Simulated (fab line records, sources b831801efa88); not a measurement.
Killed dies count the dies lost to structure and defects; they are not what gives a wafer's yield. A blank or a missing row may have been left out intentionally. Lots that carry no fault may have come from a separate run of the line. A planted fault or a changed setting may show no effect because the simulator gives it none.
Comparing a struck lot with a sound one | flow sky130 | 23 steps out of a route of 708
Sound: wafers L329.4, L329.5, L329.6. Wafers struck: L334.4, L334.5, L334.6. The cause comes at the end.
At each step with rows: each side's tool, then ch and its chambers, then its first start. Under that, the readings that differ: sound wafers | struck wafers | difference of the means | sigmas: that difference in standard deviations of wafers without a fault.
alike: a reading whose means differ by less than 2 such deviations, as well as words and numbers matching on both sides. not compared: withheld readings; readings where some wafer has no value; bounds like >300 that might hide an equal value; numbers whose values overlap and for which the record gives no deviation.
The two part at a step that has a row with sigmas, a row that says differs or no value, or rows on one side only. Numbers that have no deviation but don't overlap get no sigmas and don't part them. A reading missing from all wafers of one side parts the sides only when that side holds two or more wafers.

SKY_LOCAL_INTERCONNECT_STRIP_15: strips in O2/N2.
  sound on plasmaAsher-01 ch 0,1, day 35 02:43; struck on plasmaAsher-03 ch 0,1, day 36 17:10
  alike: drypumpMotorCurrentA, oesProductAu, stripTimeToEndpointS
  not compared: rfHoursCounterH
then, 3 steps without rows for these wafers: SKY_LOCAL_INTERCONNECT_STRIP_16 (strips in post etch residue remover, time 1200 s); SKY_LOCAL_INTERCONNECT_CLEAN_17 (cleans in IPA, time 180 s); SKY_LOCAL_INTERCONNECT_CLEAN_18 (cleans in O3/DIW).
SKY_CONTACT_CVD_00: deposits Si3N4, target thk 75 nm.
  sound on pecvd-02 ch 0,1,2, day 35 03:17; struck on pecvd-01 ch 0,1,2, day 36 18:10
  alike: heaterPowerW
SKY_CONTACT_THK_MEAS_01:
  sound on filmMetro-02 at day 35 03:20; struck on filmMetro-02 at day 36 18:13
  alike: CONTACT_CVD_00_THK
then, 1 step without rows for these wafers: SKY_CONTACT_HDPCVD_02 (deposits SiO2, target thk 565 nm, time 94.2 s).
SKY_CONTACT_THK_MEAS_03:
  sound on filmMetro-03 at day 35 03:28; struck on filmMetro-04 at day 36 18:21
  alike: CONTACT_HDPCVD_THK
SKY_CONTACT_CMP_04: polishes SiO2.
  sound on cmp-01 ch 0,1, day 35 03:30; struck on cmp-01 ch 0,1,2, day 36 18:29
  alike: motorCurrentA, timeToEndpointS
SKY_CONTACT_BOW_MEAS_05:
  sound on filmMetro-03 at day 35 03:52; struck on filmMetro-03 at day 36 18:44
  alike: CONTACT_BOW
then, 2 steps without rows for these wafers: SKY_CONTACT_DEHYDRATE_06 (time 60 s); SKY_CONTACT_HMDS_07 (prime time 60 s).
SKY_CONTACT_COAT_08: resist thk 60 nm.
  sound on lithoTrack-04 ch 0, day 35 16:16; struck on lithoTrack-04 ch 0, day 37 07:58
reading            | sound                | struck               | difference | sigmas
spinSpeedRpm (rpm) | 2998.6 2999.8 2999.3 | 2525.5 2521.1 2523.5 | -475.9     | -99 or more
then, 5 steps without rows for these wafers: SKY_CONTACT_COAT_09 (resist thk 450 nm); SKY_CONTACT_SOFTBAKE_10 (time 90 s); SKY_CONTACT_EXPOSE_11 (exposes mask CTM1, target cd 170 nm); SKY_CONTACT_PEB_12; SKY_CONTACT_DEVELOP_13 (develop time 60 s).
SKY_CONTACT_CD_MEAS_14 targets a cd of 170 nm.
  sound on cdSem-01 at day 36 05:37; struck on cdSem-02 at day 37 20:37
  alike: cdNm
SKY_CONTACT_OVL_MEAS_15:
  sound on overlay-01 at day 36 05:42; struck on overlay-01 at day 37 20:41
  alike: CONTACT_OVL
SKY_CONTACT_ETCH_16: etches BARC in N2/H2, stops on SiO2, time 45.9 s, target depth 60 nm.
  sound on rieDiel-03 ch 0,1, day 36 05:43; struck on rieDiel-04 ch 0,2,3, day 37 20:44
reading                 | sound             | struck            | difference | sigmas
oesProductAu (a.u.)     | 0.853 0.852 0.852 | 0.894 0.893 0.897 | +0.042     | +8
model.etch.depthNm (nm) | 59.78 59.79 59.95 | 65.25 65.14 65.26 | +5.38      | 
  alike: drypumpMotorCurrentA, throttleValvePct
  not compared: rfHoursCounterH
SKY_CONTACT_ETCH_17: etches SiO2 in C4F8/O2/Ar, stops on Si3N4, target depth 340 nm.
  sound on rieDiel-03 ch 0,1, day 36 05:46; struck on rieDiel-04 ch 0,2,3, day 37 20:46
  alike: oesProductAu
-- the record jumps here: 12 days lie between the struck wafers' starts before and after (it left off in module CONTACT and takes up again in module PAD_OPEN, whose first step shown is number 708 of the route) --
SKY_PAD_OPEN_PROBE_99:
  sound on prober-01 at day 49 07:22; struck on prober-02 at day 50 07:31
  alike: killed_at_M0_to_M3, killed_at_M4_up, killedAtContacts, killedAtFrontEnd, killedAtOther, killedDies, killedOpen, killedShort

WHERE THEY PART
Last at SKY_CONTACT_ETCH_16 as far as this record goes, first at SKY_CONTACT_COAT_08. Later steps at which nothing parts them and some readings are alike: SKY_CONTACT_ETCH_17, SKY_PAD_OPEN_PROBE_99.

WHY: what had been put in by the simulator
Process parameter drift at SKY_CONTACT_COAT_08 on lithoTrack-04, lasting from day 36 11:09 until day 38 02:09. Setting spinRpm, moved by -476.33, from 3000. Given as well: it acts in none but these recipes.
